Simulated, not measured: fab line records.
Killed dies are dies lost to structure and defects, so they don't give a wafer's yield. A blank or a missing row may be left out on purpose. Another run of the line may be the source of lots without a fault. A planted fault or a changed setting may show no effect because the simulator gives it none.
fab line records | flow sky130
[record] lots = 6 wafers = 18 last-day = 50
route steps=708 shown METAL3@569 VIA3@573 PAD_OPEN@708
lots that met no fault: from a run of the same line without faults
start-h: start of the lot's first displayed wafer, in hours after the record's first day | wait-h: hours elapsed since this lot's preceding step | " unchanged from the row above | L1.1+2: a single row standing in for several wafers | - value missing, or start not given | * or withheld: withheld | < > ~ a bound
route shown NAME@n: a module of which the file shows steps, and the number in the route of the first | usual: mean/standard deviation taken from wafers without a fault | same: alike in all rows | chamber/n: place in a boat | sites: per-site readings | _std_site: standard deviation of those values | _edge_site: inner sites' mean taken away from outer sites' mean | radius-mm: how far each site lies from the wafer's centre | mask NAME#n: copy n | behind: the tool/chamber that last shaped the wafer | hold: reason for holding the lot/hours on hold/outcome of the hold | device: the n, p or np transistor that did not switch | end of line: the same wafers' tests at the end of the route | a step given without rows: its recipe and nothing more | killed: the dies lost at the first sort to structure and to defects; this is not the yield of the wafer | map: a wafer's dies, x killed, . not, _ none there
set.NAME: the run value of the setting; set.NAME@STEP: its run value at that earlier step | model.NAME: the simulator's own value behind a step, which no gauge read
certain route steps with their lots: each step a table, each wafer a row
services: from which hour (start-h, from the record's first day; less than 0 if before it) a tool's chamber was out of use, for how many hours, and why
[[steps]]
[step SKY_METAL3_STRIP_19]
[recipe] chemistry = O2/N2 power-w = 1400 pressure-mtorr = 1500 platen-temp-c = withheld o2-flow-sccm = 3000 n2-flow-sccm = 300 overash-fraction = 0.5
[usual] drypump-motor-current-A = 5.8/0.35 oes-product-au = 0.503/0.0057 strip-time-to-endpoint-s = 6.55/0.077
// columns lot.wafer tool chamber start-h wait-h drypump-motor-current-A oes-product-au rf-hours-counter-h strip-time-to-endpoint-s
L517.1 plasma-asher-04 1 931.59 0.1 5.1 0.505 16 6.50
L517.2 " 0 " " 5.6 0.503 16 6.52
L517.3 " 0 " " 5.6 0.502 - 6.45
L522.2 plasma-asher-01 1 970.89 0.1 5.9 0.498 52 6.48
L522.3 " 1 " " 5.9 0.495 - 6.39
L522.5 " 1 " " 5.9 0.500 - 6.46
L527.3 plasma-asher-04 1 1008.21 0.1 5.2 0.496 - 6.49
L527.4 " 0 " " 5.6 0.491 - 6.48
L527.5 " 0 " " 5.6 0.495 - 6.56
L528.2 plasma-asher-01 1 1014.86 0.1 5.9 0.503 57 6.47
L528.3 " 1 " " 5.9 0.492 - 6.48
L528.5 " 0 " " 6.2 0.507 - 6.54
L533.2 plasma-asher-02 0 1041.81 0.1 6.0 0.513 125 6.54
L533.3 " 1 " " 5.7 0.497 - 6.52
L533.5 " 0 " " 6.0 0.499 - 6.47
L536.1 plasma-asher-04 1 1059.27 0.1 5.1 0.496 29 6.48
L536.4 " 0 " " 5.6 0.506 - 6.44
L536.6 " 1 " " 5.1 0.496 - 6.46
[step SKY_METAL3_STRIP_20]
[recipe] chemistry = post-etch-residue-remover time-s = 1200 temp-c = 72.5
[step SKY_METAL3_CLEAN_21]
[recipe] chemistry = IPA time-s = 180 temp-c = 25
[step SKY_METAL3_CLEAN_22]
[recipe] chemistry = O3/DIW dry = n2-spin
[step SKY_VIA3_HDPCVD_00]
[recipe] material = SiO2 target-thk-nm = 1635 sigma-open-frac = 0.3 time-s = 272.5 temp-c = 400 sih4-flow-sccm = 60 pressure-mtorr = 6
[step SKY_VIA3_THK_MEAS_01]
[recipe] reads = SiO2_of_VIA3_HDPCVD_00
[usual] VIA3_HDPCVD_THK = 1631/19
// columns lot.wafer tool chamber start-h wait-h VIA3_HDPCVD_THK[nm]
L517.1 film-metro-03 - 932.35 0.1 1631
L517.2 " - " " 1605
L517.3 " - " " 1639
L522.2 film-metro-04 - 971.73 0.1 1646
L522.3 " - " " 1622
L522.5 " - " " 1635
L527.3 film-metro-04 - 1009.08 0.1 1611
L527.4 " - " " 1635
L527.5 " - " " 1639
L528.2 film-metro-03 - 1015.72 0.2 1614
L528.3 " - " " 1617
L528.5 " - " " 1615
L533.2 film-metro-02 - 1042.67 0.2 1617
L533.3 " - " " 1599
L533.5 " - " " 1611
L536.1 film-metro-04 - 1060.06 0.1 1658
L536.4 " - " " 1645
L536.6 " - " " 1642
[step SKY_VIA3_CMP_02]
[recipe] material = SiO2 down-force-psi = 4 platen-rpm = 60 pad-velocity-m-s = 0.94248
[usual] motor-current-A = 11.3/0.87
// columns lot.wafer tool chamber start-h wait-h motor-current-A
L517.1 cmp-02 0 932.41 0.1 12.4
L517.3 " 2 " " 10.4
L517.2 " 3 " " 10.9
L522.2 cmp-01 2 971.96 0.2 9.9
L522.3 " 3 " " 11.0
L522.5 " 2 " " 10.5
L527.3 cmp-02 2 1009.12 0.0 10.8
L527.4 " 3 " " 11.0
L527.5 " 3 " " 11.3
L528.3 cmp-02 3 1015.77 0.0 10.9
L528.2 " 2 " " 9.7
L528.5 " 0 " " 12.5
L533.2 cmp-01 2 1042.82 0.1 10.5
L533.3 " 3 " " 11.0
L533.5 " 1 " " 11.3
L536.4 cmp-01 3 1060.49 0.4 11.4
L536.1 " 0 " " 11.7
L536.6 " 0 " " 11.9
[step SKY_VIA3_BOW_MEAS_03]
[recipe] mode = bow
[usual] VIA3_BOW = 80/8.3
// columns lot.wafer tool chamber start-h wait-h VIA3_BOW[um]
L517.1 film-metro-03 - 932.71 0.2 68
L517.2 " - " " 68
L517.3 " - " " 81
L522.2 film-metro-02 - 972.28 0.3 79
L522.3 " - " " 72
L522.5 " - " " 75
L527.3 film-metro-04 - 1009.46 0.3 66
L527.4 " - " " 68
L527.5 " - " " 78
L528.2 film-metro-02 - 1016.09 0.1 87
L528.3 " - " " 82
L528.5 " - " " 86
L533.2 film-metro-02 - 1043.04 0.2 70
L533.3 " - " " 63
L533.5 " - " " 94
L536.1 film-metro-02 - 1060.79 0.2 82
L536.4 " - " " 93
L536.6 " - " " 83
[step SKY_VIA3_DEHYDRATE_04]
[recipe] temp-c = 200 time-s = 60
[step SKY_VIA3_HMDS_05]
[recipe] prime-time-s = 60 prime-temp-c = 120
[step SKY_VIA3_COAT_06]
[recipe] resist = BARC temp-c = withheld time-s = withheld spin-rpm = 3000 resist-thk-nm = 60
[step SKY_VIA3_COAT_07]
[recipe] resist = KrF-thick spin-rpm = 3000 resist-thk-nm = 450
[step SKY_VIA3_SOFTBAKE_08]
[recipe] temp-c = 100 time-s = 90 resist = KrF-thick
[usual] heater-power-total-W = 57.36/0.12 run-length-s = 118.89/0.21
// columns lot.wafer tool chamber start-h wait-h heater-power-total-W run-length-s
L517.1 litho-track-04 0 944 - 57.18 119.01
L517.2 " 0 " " 57.47 119.08
L517.3 " 0 " " 57.40 119.16
L522.2 litho-track-01 0 984 - 57.43 118.65
L522.3 " 0 " " 57.21 118.97
L522.5 " 0 " " 57.28 118.70
L527.3 litho-track-04 0 1020 - 59.03 111.60
L527.4 " 0 " " 58.83 111.56
L527.5 " 0 " " 58.70 111.67
L528.2 litho-track-04 0 1027 - 59.05 111.91
L528.3 " 0 " " 58.84 111.58
L528.5 " 0 " " 58.90 111.57
L533.2 litho-track-03 0 1054 - 57.11 118.59
L533.3 " 0 " " 57.24 118.91
L533.5 " 0 " " 57.43 118.61
L536.1 litho-track-01 0 1071 - 57.53 118.78
L536.4 " 0 " " 57.54 118.72
L536.6 " 0 " " 57.27 118.94
[step SKY_VIA3_EXPOSE_09]
[recipe] mask-id = VIM3 na = 0.8 source-shape = annular sigma-inner = 0.55 sigma-outer = 0.85 target-cd-nm = 200 dose-mj = 38
[step SKY_PAD_OPEN_PROBE_99]
[usual] defect-limited-yield = 82.5/1.8 killed_at_M0_to_M3 = 43/6.6 killed_at_M4_up = 2.9/1.8 killed-at-contacts = 25/5.3 killed-at-front-end = 15/4.1 killed-at-other = 0.3/0.6 killed-dies = 86/8.8 killed-open = 47/6.7 killed-short = 39/6.2 sort_bin_3_pad_short = 0.9/0.44 sort_bin_5_function = 10.3/1.6 sort_bin_6_memory = 6.3/1 sort-n-pass = 406/8.8 sort-yield-pct = 82.5/1.8
[same] gross-dies = 492 killed-at-back-side = 0 sort_bin_4_leakage[%] = 0 sort_bin_8_speed[%] = 0
// columns lot.wafer tool chamber start-h wait-h defect-limited-yield[%] killed_at_M0_to_M3 killed_at_M4_up killed-at-contacts killed-at-front-end killed-at-other killed-dies killed-open killed-short sort_bin_3_pad_short[%] sort_bin_5_function[%] sort_bin_6_memory[%] sort-n-pass sort-yield-pct[%]
L517.1 prober-01 - 1101.36 0.1 84.1 46 2 15 15 0 78 42 36 1.2 10.4 4.3 414 84.1
L517.2 prober-01 - 1101.41 0.1 81.5 44 2 29 16 0 91 48 43 1.4 10.8 6.3 401 81.5
L517.3 prober-01 - 1101.46 0.2 81.7 39 6 36 8 1 90 48 42 1.2 11.8 5.3 402 81.7
L528.2 prober-01 - 1169.21 0.1 85.8 37 3 18 12 0 70 45 24 0.6 7.3 6.3 422 85.8
L528.3 prober-01 - 1169.26 0.2 85.4 31 1 27 12 1 72 30 41 1.4 8.7 4.5 420 85.4
L528.5 prober-01 - 1169.36 0.2 84.1 32 3 27 16 0 78 37 40 1.8 7.9 6.1 414 84.1
L533.5 prober-02 - 1187.48 0.2 79.7 55 4 27 13 1 100 52 48 0.2 13.0 7.1 392 79.7
// killed by level:class
L517.1 VIA2:geometric-particle:open=10 VIA1:geometric-particle:open=8 VIA3:geometric-particle:open=7 METAL1:geometric-particle:short=6 FIELD_ISO:geometric-particle:short=5 CONTACT:geometric-particle:open=5 CONTACT:geometric-particle:short=5 VIA1:geometric-particle:short=4
L517.2 LI_CONTACT:geometric-particle:open=11 VIA1:geometric-particle:open=11 VIA2:geometric-particle:open=8 VIA1:geometric-particle:short=7 CONTACT:geometric-particle:short=6 FIELD_ISO:geometric-particle:short=5 LOCAL_INTERCONNECT:geometric-particle:short=5 POLY_GATE:geometric-particle:short=4
L517.3 CONTACT:geometric-particle:open=16 VIA1:geometric-particle:short=8 VIA1:geometric-particle:open=8 LI_CONTACT:geometric-particle:open=6 CONTACT:geometric-particle:short=6 LOCAL_INTERCONNECT:geometric-particle:short=5 VIA3:geometric-particle:open=5 VIA3:geometric-particle:short=5
L528.2 VIA1:geometric-particle:open=11 CONTACT:geometric-particle:open=10 VIA3:geometric-particle:open=6 POLY_GATE:geometric-particle:open=5 VIA1:geometric-particle:short=4 VIA2:geometric-particle:open=4 FIELD_ISO:geometric-particle:open=3 LI_CONTACT:geometric-particle:open=3
L528.3 LOCAL_INTERCONNECT:geometric-particle:short=8 CONTACT:geometric-particle:open=6 CONTACT:geometric-particle:short=6 VIA1:geometric-particle:short=6 METAL2:geometric-particle:short=5 VIA1:geometric-particle:open=4 LI_CONTACT:geometric-particle:open=4 FIELD_ISO:geometric-particle:short=3
L528.5 LI_CONTACT:geometric-particle:open=8 LOCAL_INTERCONNECT:geometric-particle:short=6 CONTACT:geometric-particle:open=6 METAL2:geometric-particle:short=6 VIA2:geometric-particle:open=6 VIA1:geometric-particle:open=5 CONTACT:geometric-particle:short=4 METAL1:geometric-particle:short=4
L533.5 VIA2:geometric-particle:open=10 VIA1:geometric-particle:open=10 LI_CONTACT:geometric-particle:open=9 METAL2:geometric-particle:short=7 LOCAL_INTERCONNECT:geometric-particle:short=5 CONTACT:geometric-particle:open=5 CONTACT:geometric-particle:short=5 VIA2:geometric-particle:short=5
[[services]]
// columns tool chamber start-h hours kind
cmp-01 - 912.00 4.0 pm
cmp-01 - 916.00 - consumable-replace:conditioner
cmp-01 - 916.00 - consumable-replace:pad
cmp-01 - 924.26 0.3 repair
cmp-02 - 924.80 4.7 pm
plasma-asher-01 - 941.58 20.4 repair
cmp-02 - 953.36 2.3 repair
cmp-01 - 957.79 1.6 repair
cmp-01 - 959.43 6.8 repair
cmp-01 - 959.65 2.7 repair
plasma-asher-04 - 966.99 5.2 repair
cmp-02 - 978.12 1.3 repair
plasma-asher-02 - 987.02 7.0 repair
plasma-asher-02 - 999.27 0.7 repair
plasma-asher-04 - 1005.88 1.0 repair
plasma-asher-02 - 1017.07 4.1 repair
cmp-01 - 1024.50 0.7 repair
cmp-02 - 1028.38 52.1 repair
plasma-asher-04 - 1033.91 2.8 pm
cmp-01 - 1043.43 3.4 repair
plasma-asher-02 - 1055.25 9.0 pm
plasma-asher-02 0 1055.25 9.0 vent-cycle
plasma-asher-02 1 1055.25 9.0 vent-cycle
plasma-asher-02 - 1066.42 3.0 repair
[[key]]
[first-sign] step = SKY_VIA3_SOFTBAKE_08 reading = run-length-s direction = down sigmas = 34 usual = * struck = *
[effect] step = SKY_VIA3_SOFTBAKE_08 reading = heater-power-total-W direction = up sigmas = 13 usual = * struck = *
met-at SKY_VIA3_SOFTBAKE_08
struck-wafers L527.3,L527.4,L527.5,L528.2,L528.3,L528.5
onset-between 944 1020
[fault] kind = process-parameter-drift tool = litho-track-04 chamber = - onset-h = 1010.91 steps = SKY_VIA3_SOFTBAKE_08 channel = time-s offset = * shape = step end-h = 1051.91 acts-in = * stated = *
